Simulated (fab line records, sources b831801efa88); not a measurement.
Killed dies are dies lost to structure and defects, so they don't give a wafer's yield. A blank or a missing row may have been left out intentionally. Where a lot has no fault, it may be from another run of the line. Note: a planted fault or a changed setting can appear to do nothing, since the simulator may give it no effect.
Matching of chambers || flow gf180mcu || GF_V3_CMP_26 on cmp-01 has 4 sister chambers
The step polishes, stops on SiO2, t overpolish 15 s, target thk 0 nm. 27 wafers are shown with their chamber, then 12 later ones without.

WAFERS WITH THEIR CHAMBER
{"wafer": "L074.4", "chamber": 3, "motorCurrentA (A)": 12.6, "timeToEndpointS (s)": 83, "headPressurePsi (psi)": 3.495}
{"wafer": "L074.5", "chamber": 2, "motorCurrentA (A)": 10.4, "timeToEndpointS (s)": 87, "headPressurePsi (psi)": 3.515}
{"wafer": "L074.6", "chamber": 3, "motorCurrentA (A)": 12.4, "timeToEndpointS (s)": 82, "headPressurePsi (psi)": 3.509}
{"wafer": "L076.1", "chamber": 0, "motorCurrentA (A)": 11.0, "timeToEndpointS (s)": 79, "headPressurePsi (psi)": 3.488}
{"wafer": "L076.4", "chamber": 1, "motorCurrentA (A)": 11.1, "timeToEndpointS (s)": 73, "headPressurePsi (psi)": 3.498}
{"wafer": "L076.5", "chamber": 0, "motorCurrentA (A)": 10.7, "timeToEndpointS (s)": 80, "headPressurePsi (psi)": 3.492}
{"wafer": "L081.1", "chamber": 3, "motorCurrentA (A)": 12.2, "timeToEndpointS (s)": 80, "headPressurePsi (psi)": 3.507}
{"wafer": "L081.2", "chamber": 0, "motorCurrentA (A)": 11.1, "timeToEndpointS (s)": 79, "headPressurePsi (psi)": 3.503}
{"wafer": "L081.4", "chamber": 2, "motorCurrentA (A)": 10.6, "timeToEndpointS (s)": 82, "headPressurePsi (psi)": 3.503}
{"wafer": "L082.1", "chamber": 3, "motorCurrentA (A)": 11.7, "timeToEndpointS (s)": 83, "headPressurePsi (psi)": 3.503}
{"wafer": "L082.3", "chamber": 1, "motorCurrentA (A)": 10.7, "timeToEndpointS (s)": 76, "headPressurePsi (psi)": 3.506}
{"wafer": "L082.6", "chamber": 3, "motorCurrentA (A)": 11.8, "timeToEndpointS (s)": 82, "headPressurePsi (psi)": 3.507}
{"wafer": "L083.2", "chamber": 0, "motorCurrentA (A)": 11.0, "timeToEndpointS (s)": 81, "headPressurePsi (psi)": 3.499}
{"wafer": "L083.5", "chamber": 3, "motorCurrentA (A)": 12.7, "timeToEndpointS (s)": 85, "headPressurePsi (psi)": 3.497}
{"wafer": "L083.6", "chamber": 0, "motorCurrentA (A)": 10.4, "timeToEndpointS (s)": 82, "headPressurePsi (psi)": 3.504}
{"wafer": "L084.2", "chamber": 1, "motorCurrentA (A)": 11.3, "timeToEndpointS (s)": 78, "headPressurePsi (psi)": 3.509}
{"wafer": "L084.4", "chamber": 2, "motorCurrentA (A)": 9.9, "timeToEndpointS (s)": 82, "headPressurePsi (psi)": 3.493}
{"wafer": "L084.6", "chamber": 2, "motorCurrentA (A)": 9.8, "timeToEndpointS (s)": 86, "headPressurePsi (psi)": 3.497}
{"wafer": "L091.3", "chamber": 2, "motorCurrentA (A)": 10.2, "timeToEndpointS (s)": 82, "headPressurePsi (psi)": 3.504}
{"wafer": "L091.4", "chamber": 1, "motorCurrentA (A)": 11.2, "timeToEndpointS (s)": 76, "headPressurePsi (psi)": 3.508}
{"wafer": "L091.5", "chamber": 1, "motorCurrentA (A)": 11.2, "timeToEndpointS (s)": 74, "headPressurePsi (psi)": 3.498}
{"wafer": "L092.2", "chamber": 3, "motorCurrentA (A)": 12.2, "timeToEndpointS (s)": 78, "headPressurePsi (psi)": 3.497}
{"wafer": "L092.3", "chamber": 1, "motorCurrentA (A)": 11.5, "timeToEndpointS (s)": 79, "headPressurePsi (psi)": 3.518}
{"wafer": "L092.4", "chamber": 2, "motorCurrentA (A)": 10.0, "timeToEndpointS (s)": 80, "headPressurePsi (psi)": 3.503}
{"wafer": "L093.1", "chamber": 1, "motorCurrentA (A)": 11.5, "timeToEndpointS (s)": 81, "headPressurePsi (psi)": 3.507}
{"wafer": "L093.3", "chamber": 2, "motorCurrentA (A)": 9.7, "timeToEndpointS (s)": 83, "headPressurePsi (psi)": 3.489}
{"wafer": "L093.5", "chamber": 2, "motorCurrentA (A)": 10.0, "timeToEndpointS (s)": 82, "headPressurePsi (psi)": 3.492}

SIGNATURES (means of the wafers above)
{"reading": "motorCurrentA", "chamber 0": 10.840, "chamber 1": 11.214, "chamber 2": 10.075, "chamber 3": 12.229, "scatter within a chamber": 0.316}
{"reading": "timeToEndpointS", "chamber 0": 80.20, "chamber 1": 76.71, "chamber 2": 83.00, "chamber 3": 81.86, "scatter within a chamber": 2.31}
{"reading": "headPressurePsi", "chamber 0": 3.49720, "chamber 1": 3.50629, "chamber 2": 3.49950, "chamber 3": 3.50214, "scatter within a chamber": 0.00716}
Rule: for each reading, subtract the chamber's mean from the wafer's reading, divide by that reading's scatter and square the result; add these up over the readings and take the root, which gives the wafer's distance from the chamber. If the next closest chamber is less than 2 further off than the closest, the wafer can't be placed; otherwise it belongs to the closest. How the scatter is found: for the shown wafers, subtract from each reading the mean of its chamber, square and add these, divide the total by (wafers less chambers), then take the root.

WAFERS WITHOUT THEIR CHAMBER
{"wafer": "L094.1", "motorCurrentA (A)": 10.7, "timeToEndpointS (s)": 82, "headPressurePsi (psi)": 3.490}
{"wafer": "L094.4", "motorCurrentA (A)": 10.2, "timeToEndpointS (s)": 82, "headPressurePsi (psi)": 3.501}
{"wafer": "L094.5", "motorCurrentA (A)": 12.3, "timeToEndpointS (s)": 79, "headPressurePsi (psi)": 3.489}
{"wafer": "L095.4", "motorCurrentA (A)": 11.0, "timeToEndpointS (s)": 75, "headPressurePsi (psi)": 3.497}
{"wafer": "L095.5", "motorCurrentA (A)": 10.8, "timeToEndpointS (s)": 82, "headPressurePsi (psi)": 3.505}
{"wafer": "L095.6", "motorCurrentA (A)": 11.3, "timeToEndpointS (s)": 81, "headPressurePsi (psi)": 3.503}
{"wafer": "L096.4", "motorCurrentA (A)": 10.6, "timeToEndpointS (s)": 83, "headPressurePsi (psi)": 3.506}
{"wafer": "L096.5", "motorCurrentA (A)": 10.8, "timeToEndpointS (s)": 76, "headPressurePsi (psi)": 3.494}
{"wafer": "L096.6", "motorCurrentA (A)": 10.7, "timeToEndpointS (s)": 83, "headPressurePsi (psi)": 3.514}
{"wafer": "L097.1", "motorCurrentA (A)": 10.3, "timeToEndpointS (s)": 87, "headPressurePsi (psi)": 3.502}
{"wafer": "L097.4", "motorCurrentA (A)": 11.8, "timeToEndpointS (s)": 83, "headPressurePsi (psi)": 3.503}
{"wafer": "L097.5", "motorCurrentA (A)": 9.9, "timeToEndpointS (s)": 85, "headPressurePsi (psi)": 3.505}

WHICH CHAMBER EACH ONE RAN IN
{"wafer": "L094.1", "from the rows above": "can't be placed: 0 or 2", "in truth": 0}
{"wafer": "L094.4", "from the rows above": "can't be placed: 2 or 0", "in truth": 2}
{"wafer": "L094.5", "from the rows above": 3, "in truth": 3}
{"wafer": "L095.4", "from the rows above": "can't be placed: 1 or 0", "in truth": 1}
{"wafer": "L095.5", "from the rows above": "can't be placed: 0 or 2 or 1", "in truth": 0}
{"wafer": "L095.6", "from the rows above": "can't be placed: 0 or 1 or 3", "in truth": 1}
{"wafer": "L096.4", "from the rows above": "can't be placed: 0 or 2 or 1", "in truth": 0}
{"wafer": "L096.5", "from the rows above": "can't be placed: 0 or 1", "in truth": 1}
{"wafer": "L096.6", "from the rows above": "can't be placed: 0 or 2 or 1", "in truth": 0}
{"wafer": "L097.1", "from the rows above": "can't be placed: 2 or 0", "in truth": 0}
{"wafer": "L097.4", "from the rows above": "can't be placed: 3 or 1 or 0", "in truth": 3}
{"wafer": "L097.5", "from the rows above": 2, "in truth": 2}
2 of 12 placed correctly. These rows do not allow placing 10 (true chamber among the candidates in 10). Number placed wrongly: 0.
